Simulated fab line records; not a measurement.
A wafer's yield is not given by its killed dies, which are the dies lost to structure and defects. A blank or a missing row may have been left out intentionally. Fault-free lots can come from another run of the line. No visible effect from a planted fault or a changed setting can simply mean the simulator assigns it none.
Which tool was responsible? || flow sky130 || Sampling: 14 lots, 42 wafers, 2 of 708 route steps

== WHAT THE GAUGES SHOWED, per wafer ==
The record holds no reading of a measuring or inspecting step that can be judged against a usual standard deviation.

== TOOL THAT RAN EACH LOT (tool first, then ch and the chambers of the sampled wafers, then the start) ==
{"lot": "L829", "SKY_VT_ADJUST_HVTP_SOFTBAKE_03": "litho_track-04 ch 0, day 5 15:53", "SKY_PAD_OPEN_PROBE_99": "-"}
{"lot": "L830", "SKY_VT_ADJUST_HVTP_SOFTBAKE_03": "litho_track-01 ch 0, day 5 21:34", "SKY_PAD_OPEN_PROBE_99": "-"}
{"lot": "L831", "SKY_VT_ADJUST_HVTP_SOFTBAKE_03": "litho_track-04 ch 0, day 6 02:38", "SKY_PAD_OPEN_PROBE_99": "-"}
{"lot": "L832", "SKY_VT_ADJUST_HVTP_SOFTBAKE_03": "litho_track-04 ch 0, day 6 09:46", "SKY_PAD_OPEN_PROBE_99": "-"}
{"lot": "L834", "SKY_VT_ADJUST_HVTP_SOFTBAKE_03": "litho_track-04 ch 0, day 6 20:34", "SKY_PAD_OPEN_PROBE_99": "prober-02, day 47 05:06"}
{"lot": "L836", "SKY_VT_ADJUST_HVTP_SOFTBAKE_03": "litho_track-04 ch 0, day 7 09:19", "SKY_PAD_OPEN_PROBE_99": "-"}
{"lot": "L841", "SKY_VT_ADJUST_HVTP_SOFTBAKE_03": "litho_track-04 ch 0, day 8 20:50", "SKY_PAD_OPEN_PROBE_99": "-"}
{"lot": "L844", "SKY_VT_ADJUST_HVTP_SOFTBAKE_03": "litho_track-01 ch 0, day 10 00:26", "SKY_PAD_OPEN_PROBE_99": "prober-02, day 49 20:40"}
{"lot": "L847", "SKY_VT_ADJUST_HVTP_SOFTBAKE_03": "litho_track-01 ch 0, day 10 16:50", "SKY_PAD_OPEN_PROBE_99": "prober-01, day 50 05:03"}
{"lot": "L848", "SKY_VT_ADJUST_HVTP_SOFTBAKE_03": "litho_track-01 ch 0, day 11 01:27", "SKY_PAD_OPEN_PROBE_99": "-"}
{"lot": "L849", "SKY_VT_ADJUST_HVTP_SOFTBAKE_03": "litho_track-02 ch 0, day 11 02:11", "SKY_PAD_OPEN_PROBE_99": "-"}
{"lot": "L850", "SKY_VT_ADJUST_HVTP_SOFTBAKE_03": "litho_track-01 ch 0, day 11 07:30", "SKY_PAD_OPEN_PROBE_99": "-"}
{"lot": "L851", "SKY_VT_ADJUST_HVTP_SOFTBAKE_03": "litho_track-04 ch 0, day 11 08:41", "SKY_PAD_OPEN_PROBE_99": "-"}
{"lot": "L852", "SKY_VT_ADJUST_HVTP_SOFTBAKE_03": "litho_track-01 ch 0, day 11 15:50", "SKY_PAD_OPEN_PROBE_99": "-"}
- SKY_VT_ADJUST_HVTP_SOFTBAKE_03: time 60 s.
- SKY_PAD_OPEN_PROBE_99

== AS READ BY THE TOOLS THEMSELVES (means over the sampled wafers that have a number; for cases with no such wafer, the mark the record gives instead) ==
SKY_VT_ADJUST_HVTP_SOFTBAKE_03.
{"lot": "L829", "tool": "litho_track-04", "exhaust_pa (Pa)": 44.9, "heater_power_total_W (W)": 56.62, "plate_temp_C (C)": 90.12}
{"lot": "L830", "tool": "litho_track-01", "exhaust_pa (Pa)": 46.0, "heater_power_total_W (W)": 56.59, "plate_temp_C (C)": 90.03}
{"lot": "L831", "tool": "litho_track-04", "exhaust_pa (Pa)": 44.5, "heater_power_total_W (W)": 56.63, "plate_temp_C (C)": 89.87}
{"lot": "L832", "tool": "litho_track-04", "exhaust_pa (Pa)": 44.4, "heater_power_total_W (W)": 56.61, "plate_temp_C (C)": 89.90}
{"lot": "L834", "tool": "litho_track-04", "exhaust_pa (Pa)": 43.2, "heater_power_total_W (W)": 56.59, "plate_temp_C (C)": 90.02}
{"lot": "L836", "tool": "litho_track-04", "exhaust_pa (Pa)": 45.2, "heater_power_total_W (W)": 54.11, "plate_temp_C (C)": 87.26}
{"lot": "L841", "tool": "litho_track-04", "exhaust_pa (Pa)": 44.4, "heater_power_total_W (W)": 54.06, "plate_temp_C (C)": 87.15}
{"lot": "L844", "tool": "litho_track-01", "exhaust_pa (Pa)": 44.1, "heater_power_total_W (W)": 56.61, "plate_temp_C (C)": 90.11}
{"lot": "L847", "tool": "litho_track-01", "exhaust_pa (Pa)": 44.0, "heater_power_total_W (W)": 56.63, "plate_temp_C (C)": 90.17}
{"lot": "L848", "tool": "litho_track-01", "exhaust_pa (Pa)": 45.0, "heater_power_total_W (W)": 56.58, "plate_temp_C (C)": 89.96}
{"lot": "L849", "tool": "litho_track-02", "exhaust_pa (Pa)": 43.8, "heater_power_total_W (W)": 56.62, "plate_temp_C (C)": 90.03}
{"lot": "L850", "tool": "litho_track-01", "exhaust_pa (Pa)": 44.5, "heater_power_total_W (W)": 56.62, "plate_temp_C (C)": 89.96}
{"lot": "L851", "tool": "litho_track-04", "exhaust_pa (Pa)": 45.4, "heater_power_total_W (W)": 56.57, "plate_temp_C (C)": 89.93}
{"lot": "L852", "tool": "litho_track-01", "exhaust_pa (Pa)": 44.3, "heater_power_total_W (W)": 56.57, "plate_temp_C (C)": 90.07}

SKY_PAD_OPEN_PROBE_99.
{"lot": "L834", "tool": "prober-02", "killed_at_M0_to_M3": 44, "killed_at_M4_up": 2.0, "killed_at_contacts": 24, "killed_at_front_end": 11, "killed_at_other": 0.3, "killed_dies": 82, "killed_open": 44, "killed_short": 38}
{"lot": "L844", "tool": "prober-02", "killed_at_M0_to_M3": 44, "killed_at_M4_up": 3.0, "killed_at_contacts": 27, "killed_at_front_end": 17, "killed_at_other": 0.7, "killed_dies": 91, "killed_open": 51, "killed_short": 40}
{"lot": "L847", "tool": "prober-01", "killed_at_M0_to_M3": 48, "killed_at_M4_up": 4.3, "killed_at_contacts": 25, "killed_at_front_end": 17, "killed_at_other": 0.3, "killed_dies": 95, "killed_open": 50, "killed_short": 43}

== THE ANSWER, worked out from the rows above alone ==
Rule: usual is defined by the lots themselves. The widest of any qualifying gaps counts: lots, ordered by their means at a reading, are off when they make up no more than a third of the lots, leave a main group of 4 or more, and stand apart from it by 3 or more times the standard deviation of that group's means. A main group whose means are all the same, to the digits that the tables above print for the reading, isn't used. A lot without any number at a reading at which 4 lots or more have one is off too. The other lots that the step has rows for count as sound. Order of review: gauges by route order, followed by the tools' own readings, for which a lot's mean as printed above is used. At the first step where some lot is off, the reading lying furthest off is the one used; lots without a number count as furthest.
Off, at SKY_VT_ADJUST_HVTP_SOFTBAKE_03 on heater_power_total_W: L836, L841. Main group: mean 56.60 W, sd 0.021.
A tool fits if, at that step or a process step before it, it ran every lot that is off, and no sound lot after the first of them. Not one of the candidates tried fits.

== WHAT WAS PUT IN BY THE SIMULATOR ==
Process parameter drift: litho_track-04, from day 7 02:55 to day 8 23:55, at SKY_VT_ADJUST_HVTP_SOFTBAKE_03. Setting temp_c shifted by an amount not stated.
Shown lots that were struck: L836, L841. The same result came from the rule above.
